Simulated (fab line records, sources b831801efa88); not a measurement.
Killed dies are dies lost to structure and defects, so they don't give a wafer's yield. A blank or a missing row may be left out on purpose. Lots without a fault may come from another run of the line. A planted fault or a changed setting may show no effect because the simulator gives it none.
fab line records | flow sky130
record lots=14 wafers=42 last_day=50
route steps=708 shown VIA2@527 METAL3@533 CAPM@549
lots that met no fault: from a run of the same line without faults
start_h: hours from the record's first day to the start of the lot's first wafer shown | wait_h: hours since the lot's step before | " the same as in the row above | L1.1+2: a row that stands for several wafers | - no value, or no start given | * or withheld: withheld | < > ~ a bound
route shown NAME@n: a module of which the file shows steps, and the number in the route of the first | usual: mean/standard deviation of fault-free wafers | same: alike in all rows | chamber/n: place in a boat | sites: the reading at each site | _std_site: their standard deviation | _edge_site: outer sites' mean less inner sites' | radius_mm: how far each site lies from the wafer's centre | mask NAME#n: copy n | behind: the tool/chamber that last shaped the wafer | hold: why the lot was held/for how many hours/how that ended | device: the transistor (n, p or np) that didn't switch | end of line: the same wafers' tests at the end of the route | a step without rows: its recipe alone | killed: dies lost to structure and defects at the first sort, not the wafer's yield | map: a wafer's dies, x killed, . not, _ none there
set.NAME: the setting as run; set.NAME@STEP: as run at that earlier step | model.NAME: the simulator's own value behind a step, which no gauge read
steps of the route over a sample of lots; a table a step, a row a wafer
services: from which hour (start_h, from the record's first day; less than 0 if before it) a tool's chamber was out of use, for how many hours, and why
## steps
# step SKY_VIA2_SPUTTER_20
# recipe material=TiN target_thk_nm=20 chamber_pressure_pa=5 power_w=4000 time_s=80
# usual throttle_valve_pct=30.1/1
# columns lot.wafer tool chamber start_h wait_h throttle_valve_pct
L849.1 pvd_sputter-03 - 861.11 0.0 29.7
L849.2 " - " " 28.0
L849.3 " - " " 30.8
L850.1 pvd_sputter-02 - 865.92 0.0 29.4
L850.2 " - " " 30.2
L850.4 " - " " 29.9
L851.3 pvd_sputter-02 - 869.31 0.0 29.8
L851.5 " - " " 30.1
L851.6 " - " " 29.9
L853.2 pvd_sputter-03 - 881.09 0.0 29.4
L853.4 " - " " 30.9
L853.5 " - " " 29.7
L852.1 pvd_sputter-02 - 894.15 0.0 31.4
L852.3 " - " " 29.3
L852.4 " - " " 30.0
L855.1 pvd_sputter-02 - 909.52 0.0 30.0
L855.3 " - " " 30.2
L855.6 " - " " 30.0
L856.1 pvd_sputter-03 - 922.87 0.0 31.3
L856.4 " - " " 29.6
L856.5 " - " " 29.6
L857.3 pvd_sputter-01 - 928.09 0.0 30.0
L857.4 " - " " 28.4
L857.6 " - " " 28.4
L858.3 pvd_sputter-01 - 940.61 0.0 29.6
L858.4 " - " " 30.6
L858.6 " - " " 31.2
L865.1 pvd_sputter-02 - 974.07 0.0 29.4
L865.2 " - " " 29.7
L865.4 " - " " 31.2
L867.2 pvd_sputter-02 - 981.36 0.0 31.4
L867.3 " - " " 29.4
L867.6 " - " " 31.5
L868.3 pvd_sputter-02 - 984.81 0.0 29.5
L868.5 " - " " 29.4
L868.6 " - " " 31.4
L869.2 pvd_sputter-01 - 992.34 0.0 29.7
L869.3 " - " " 30.0
L869.6 " - " " 31.2
L871.2 pvd_sputter-03 - 1018.41 0.0 29.6
L871.3 " - " " 28.2
L871.5 " - " " 31.0
# step SKY_METAL3_SPUTTER_01
# recipe material=TiN target_thk_nm=20 power_w=6500 time_s=16.7 chamber_pressure_pa=0.4
# usual throttle_valve_pct=30.0/1.1
# columns lot.wafer tool chamber start_h wait_h throttle_valve_pct
L849.1 pvd_sputter-02 - 861.81 0.0 30.0
L849.2 " - " " 29.8
L849.3 " - " " 31.2
L850.1 pvd_sputter-04 - 866.61 0.0 28.4
L850.2 " - " " 28.7
L850.4 " - " " 28.5
L851.3 pvd_sputter-01 - 870.02 0.0 28.3
L851.5 " - " " 30.3
L851.6 " - " " 28.3
L853.2 pvd_sputter-02 - 881.78 0.0 31.5
L853.4 " - " " 29.4
L853.5 " - " " 29.8
L852.1 pvd_sputter-01 - 894.84 0.0 31.3
L852.3 " - " " 29.9
L852.4 " - " " 30.3
L855.1 pvd_sputter-01 - 910.22 0.0 30.4
L855.3 " - " " 29.6
L855.6 " - " " 31.4
L856.1 pvd_sputter-02 - 923.56 0.0 31.3
L856.4 " - " " 29.2
L856.5 " - " " 31.3
L857.3 pvd_sputter-02 - 928.79 0.0 31.4
L857.4 " - " " 29.8
L857.6 " - " " 29.3
L858.3 pvd_sputter-01 - 941.31 0.0 30.2
L858.4 " - " " 29.7
L858.6 " - " " 28.5
L865.1 pvd_sputter-01 - 974.78 0.0 31.3
L865.2 " - " " 29.8
L865.4 " - " " 28.3
L867.2 pvd_sputter-01 - 982.06 0.0 29.8
L867.3 " - " " 30.5
L867.6 " - " " 30.5
L868.3 pvd_sputter-01 - 985.51 0.0 29.7
L868.5 " - " " 28.2
L868.6 " - " " 31.2
L869.2 pvd_sputter-04 - 993.17 0.0 29.0
L869.3 " - " " 31.9
L869.6 " - " " 31.8
L871.2 pvd_sputter-02 - 1019.11 0.0 30.2
L871.3 " - " " 31.2
L871.5 " - " " 29.9
# step SKY_CAPM_OVL_MEAS_12
# usual CAPM_OVL=-0.4/1.2
# columns lot.wafer tool chamber start_h wait_h CAPM_OVL[nm]
L849.1 overlay-01 - 887.14 0.1 -0.3
L849.2 " - " " -1.1
L849.3 " - " " -0.3
L850.1 overlay-01 - 892.44 0.1 -1.1
L850.2 " - " " -0.2
L850.4 " - " " -0.9
L851.3 overlay-01 - 895.75 0.1 0.0
L851.5 " - " " -0.4
L851.6 " - " " 0.6
L853.2 overlay-02 - 906.84 0.1 -2.6
L853.4 " - " " -0.9
L853.5 " - " " -1.0
L852.1 overlay-02 - 919.35 0.1 1.2
L852.3 " - " " 0.3
L852.4 " - " " -0.7
L855.1 overlay-01 - 933.51 0.1 0.1
L855.3 " - " " -0.3
L855.6 " - " " 0.3
L856.1 overlay-02 - 948.21 0.1 -1.1
L856.4 " - " " -3.8
L856.5 " - " " -0.8
L857.3 overlay-02 - 952.95 0.1 3.1
L857.4 " - " " -0.8
L857.6 " - " " -0.1
L858.3 overlay-02 - 965.25 0.1 0.1
L858.4 " - " " -0.2
L858.6 " - " " -2.1
L865.1 overlay-02 - 998.40 0.1 1.3
L865.2 " - " " 1.8
L865.4 " - " " 2.8
L867.2 overlay-02 - 1004.79 0.1 -1.4
L867.3 " - " " -1.6
L867.6 " - " " -3.2
L868.3 overlay-01 - 1009.10 0.1 -0.1
L868.5 " - " " -0.3
L868.6 " - " " -0.8
L869.2 overlay-01 - 1016.54 0.1 -1.0
L869.3 " - " " 0.2
L869.6 " - " " -1.6
L871.2 overlay-01 - 1041.79 0.1 0.4
L871.3 " - " " 0.2
L871.5 " - " " 0.1
# step SKY_METAL3_EXPOSE_10
# recipe mask_id=MM3 na=0.68 source_shape=annular sigma_inner=0.4 sigma_outer=0.8 target_cd_nm=300 dose_mj=28
# columns lot.wafer tool chamber start_h wait_h mask
L849.1+2+3 krf_scanner-02 0 899.96 - MM3#0
L850.1+2+4 krf_scanner-01 0 905.36 - MM3#0
L851.3+5+6 krf_scanner-01 0 908.30 - MM3#0
L853.2+4+5 krf_scanner-02 0 920.63 - MM3#0
L852.1+3+4 krf_scanner-02 0 931.39 - MM3#0
L855.1+3+6 krf_scanner-01 0 947.26 - MM3#0
L856.1+4+5 krf_scanner-01 0 960.76 - MM3#0
L857.3+4+6 krf_scanner-02 0 967.22 - MM3#0
L858.3+4+6 krf_scanner-01 0 977.00 - MM3#0
L865.1+2+4 krf_scanner-02 0 1011.09 - MM3#0
L867.2+3+6 krf_scanner-02 0 1018.43 - MM3#0
L868.3+5+6 krf_scanner-02 0 1021.94 - MM3#0
L869.2+3+6 krf_scanner-01 0 1027.51 - MM3#0
L871.2+3+5 krf_scanner-01 0 1052.31 - MM3#0
# step SKY_METAL3_CD_MEAS_13
# recipe target_cd_nm=300
# usual cd_nm=299.7/1.6
# columns lot.wafer tool chamber start_h wait_h cd_nm
L849.1 cd_sem-01 - 912.85 - 300.2
L849.2 " - " " 299.4
L849.3 " - " " 300.2
L850.1 cd_sem-01 - 918.26 - 302.0
L850.2 " - " " 300.2
L850.4 " - " " 301.8
L851.3 cd_sem-02 - 920.99 - 298.1
L851.5 " - " " 298.4
L851.6 " - " " 298.3
L853.2 cd_sem-02 - 931.92 - 304.3
L853.4 " - " " 305.2
L853.5 " - " " 303.7
L852.1 cd_sem-02 - 944.45 - 298.1
L852.3 " - " " 298.8
L852.4 " - " " 299.3
L855.1 cd_sem-02 - 958.49 - 297.4
L855.3 " - " " 298.1
L855.6 " - " " 298.5
L856.1 cd_sem-02 - 972.21 - 299.1
L856.4 " - " " 298.1
L856.5 " - " " 300.1
L857.3 cd_sem-02 - 977.44 - 297.3
L857.4 " - " " 298.1
L857.6 " - " " 297.3
L858.3 cd_sem-02 - 989.73 - 302.0
L858.4 " - " " 301.3
L858.6 " - " " 300.4
L865.1 cd_sem-01 - 1022.49 - 300.9
L865.2 " - " " 301.4
L865.4 " - " " 301.2
L867.2 cd_sem-01 - 1029.01 - 298.0
L867.3 " - " " 300.9
L867.6 " - " " 261.8
L868.3 cd_sem-02 - 1032.75 - 300.0
L868.5 " - " " 261.4
L868.6 " - " " 261.9
L869.2 cd_sem-02 - 1039.47 - 299.2
L869.3 " - " " 300.0
L869.6 " - " " 300.4
L871.2 cd_sem-02 - 1063.88 - 299.9
L871.3 " - " " 298.5
L871.5 " - " " 299.8
## services
# columns tool chamber start_h hours kind
pvd_sputter-01 - 837.31 6.6 repair
krf_scanner-02 - 846.94 0.7 repair
pvd_sputter-01 - 854.90 13.0 repair
krf_scanner-01 - 857.82 0.2 repair
krf_scanner-02 - 869.58 1.3 pm
pvd_sputter-02 0 881.92 - consumable_replace:kit
pvd_sputter-02 0 881.92 18.0 scheduled_down
krf_scanner-02 - 883.38 4.3 repair
pvd_sputter-04 - 883.74 1.3 repair
krf_scanner-01 - 887.73 3.6 pm
krf_scanner-01 - 891.28 1.3 pm
krf_scanner-01 - 918.97 1.0 pm
krf_scanner-02 - 946.65 1.0 pm
pvd_sputter-03 - 951.90 0.8 repair
pvd_sputter-04 - 953.45 2.4 repair
pvd_sputter-03 - 964.66 6.2 repair
krf_scanner-01 - 965.83 0.3 repair
krf_scanner-01 - 971.90 1.4 repair
krf_scanner-01 - 986.96 0.8 pm
krf_scanner-01 - 989.34 0.8 pm
krf_scanner-02 - 993.09 0.8 pm
krf_scanner-01 - 1005.29 4.0 pm
pvd_sputter-02 - 1019.72 1.9 repair
krf_scanner-02 - 1045.48 1.3 pm
## key
first_sign step=SKY_METAL3_CD_MEAS_13 reading=cd_nm direction=down sigmas=24 usual=299.7 struck=261.7
effect none on later readings
met_at SKY_METAL3_EXPOSE_10
struck_lots L867,L868
struck_wafers L867.6,L868.5,L868.6
sort_left_out L867.6,L868.5,L868.6
not_acting_at SKY_VIA2_SPUTTER_20,SKY_METAL3_SPUTTER_01,SKY_CAPM_OVL_MEAS_12
onset_between 1011.09 1018.43
fault kind=process_parameter_drift tool=krf_scanner-02 chamber=- onset_h=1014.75 steps=SKY_METAL3_EXPOSE_10 channel=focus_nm offset=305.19 shape=step end_h=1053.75 scope=struck_wafers_only
# sort_left_out: the simulated sort isn't trusted on such a fault, so these wafers' sort isn't shown, and their yield isn't known
